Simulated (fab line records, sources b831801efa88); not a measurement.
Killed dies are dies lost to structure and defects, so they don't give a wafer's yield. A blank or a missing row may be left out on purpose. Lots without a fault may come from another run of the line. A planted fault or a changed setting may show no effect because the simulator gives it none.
Chamber matching | flow sky130 | SKY_PAD_OPEN_ETCH_07 on rie_diel-02: 4 sister chambers
The step etches the open film in CF4/O2, stops on AlCu, target depth 725 nm, time 161.1 s. 8 wafers are shown with their chamber, then 7 later ones without.

WAFERS WITH THEIR CHAMBER
wafer  | chamber | drypump_motor_current_A (A) | throttle_valve_pct (%)
L084.5 | 0       | 6.8                         | 5.977
L087.3 | 2       | 5.9                         | 5.959
L087.5 | 1       | 6.3                         | 5.952
L088.1 | 1       | 6.3                         | 5.956
L088.2 | 2       | 5.8                         | 5.976
L088.4 | 3       | 6.0                         | 5.976
L090.1 | 3       | 6.0                         | 5.966
L090.4 | 0       | 6.7                         | 5.963

WAFERS WITHOUT THEIR CHAMBER
wafer  | drypump_motor_current_A (A) | throttle_valve_pct (%)
L090.6 | 6.0                         | 5.995
L093.1 | 6.3                         | 5.972
L093.2 | 6.0                         | 5.979
L093.5 | 5.8                         | 5.978
L094.1 | 5.8                         | 5.954
L094.3 | 6.3                         | 5.981
L094.4 | 6.8                         | 5.963

WHICH CHAMBER EACH WENT THROUGH
wafer  | from the rows above     | in truth
L090.6 | can't be placed: 3 or 2 | 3
L093.1 | 1                       | 1
L093.2 | 3                       | 3
L093.5 | 2                       | 2
L094.1 | 2                       | 2
L094.3 | 1                       | 1
L094.4 | 0                       | 0
Placed correctly: 6 of 7. Can't be placed from these rows: 1 (the true chamber is among the candidates in 1). Placed wrongly: 0.
How it was worked out, from the rows above alone: a wafer's distance from a chamber is the root of the sum, over the readings, of the square of ((its reading less the chamber's mean) divided by the reading's scatter). The wafer belongs to the nearest chamber; if the next one is less than 2 further off, it can't be placed. A chamber's mean is the mean of its shown wafers. The scatter: the root of (the sum of the squares of (reading less its chamber's mean) over the shown wafers, divided by (wafers less chambers)).
